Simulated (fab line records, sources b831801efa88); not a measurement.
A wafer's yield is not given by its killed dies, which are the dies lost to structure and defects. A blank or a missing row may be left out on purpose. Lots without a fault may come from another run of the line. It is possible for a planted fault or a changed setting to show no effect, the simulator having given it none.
Which tool is to blame? ; flow sky130 ; 6 lots, 18 wafers sampled, at 4 steps of a route of 708

== WHAT EACH GAUGE READ, for each wafer ==
SKY_LDD_N_OVL_MEAS_07.
lot;measured;on;LDD_N_OVL (nm)
L325;day 18 07:40;overlay-01;-2.3 -1.7 -3.4
L330;day 20 10:28;overlay-01;-3.6 -1.6 -3.9
L335;day 22 14:36;overlay-02;-59.2 -58.1 -59.1
L339;day 23 21:51;overlay-01;-2.0 0.9 -0.5
L344;day 25 12:37;overlay-02;1.0 -0.1 0.0
L346;day 26 03:31;overlay-02;-0.2 -1.0 -2.2

== TOOL THAT RAN EACH LOT (tool first, then ch and the chambers of the sampled wafers, then the start) ==
lot;SKY_SONOS_ONO_STRIP_17;SKY_GATE_OXIDE_STRIP_13;SKY_LDD_N_EXPOSE_04
L325;plasma_asher-02 ch 0,1, day 13 01:01;plasma_asher-01 ch 0,1, day 14 06:13;iline_stepper-02 ch 0, day 17 16:49
L330;plasma_asher-04 ch 0,1, day 14 19:53;plasma_asher-04 ch 0,1, day 15 23:26;iline_stepper-01 ch 0, day 19 18:49
L335;plasma_asher-02 ch 0,1, day 16 21:38;plasma_asher-03 ch 0,1, day 18 06:19;iline_stepper-01 ch 0, day 21 23:14
L339;plasma_asher-04 ch 0,1, day 18 01:13;plasma_asher-03 ch 0,1, day 19 10:18;iline_stepper-02 ch 0, day 23 07:04
L344;plasma_asher-04 ch 0,1, day 20 01:21;plasma_asher-01 ch 0,1, day 21 09:26;iline_stepper-02 ch 0, day 24 21:50
L346;plasma_asher-04 ch 0, day 20 17:41;plasma_asher-01 ch 1, day 22 02:29;iline_stepper-02 ch 0, day 25 13:19
- SKY_SONOS_ONO_STRIP_17: strips in O2/N2.
- SKY_GATE_OXIDE_STRIP_13: strips in O2/N2.
- SKY_LDD_N_EXPOSE_04: exposes mask NTM, target cd 840 nm.

== THE ANSWER, worked out from the rows above alone ==
Rule: what is usual is taken from the lots themselves. Put in order of their means at a reading, lots are off if they are a third of the lots or fewer, leave a main group of 4 or more, and stand apart from it by a gap of 3 or more times the standard deviation of the main group's means; of several such gaps the widest counts. If all means in a main group match to the digits the tables above print for the reading, that group is not used. A lot without any number at a reading at which 4 lots or more have one is off too. The other lots that the step has rows for count as sound.
Off: at SKY_LDD_N_OVL_MEAS_07 (LDD_N_OVL), L335. Mean -1.4 nm and standard deviation 1.2 in the main group.
If a tool, at a process step before that reading, ran all the lots that are off and no sound lot after the first of them, it fits. Gauges at SKY_LDD_N_OVL_MEAS_07: tried the same way as those tools. This does not decide it: 2 tools fit, namely plasma_asher-02 at SKY_SONOS_ONO_STRIP_17 and iline_stepper-01 at SKY_LDD_N_EXPOSE_04.

== WHAT THE SIMULATOR PUT IN ==
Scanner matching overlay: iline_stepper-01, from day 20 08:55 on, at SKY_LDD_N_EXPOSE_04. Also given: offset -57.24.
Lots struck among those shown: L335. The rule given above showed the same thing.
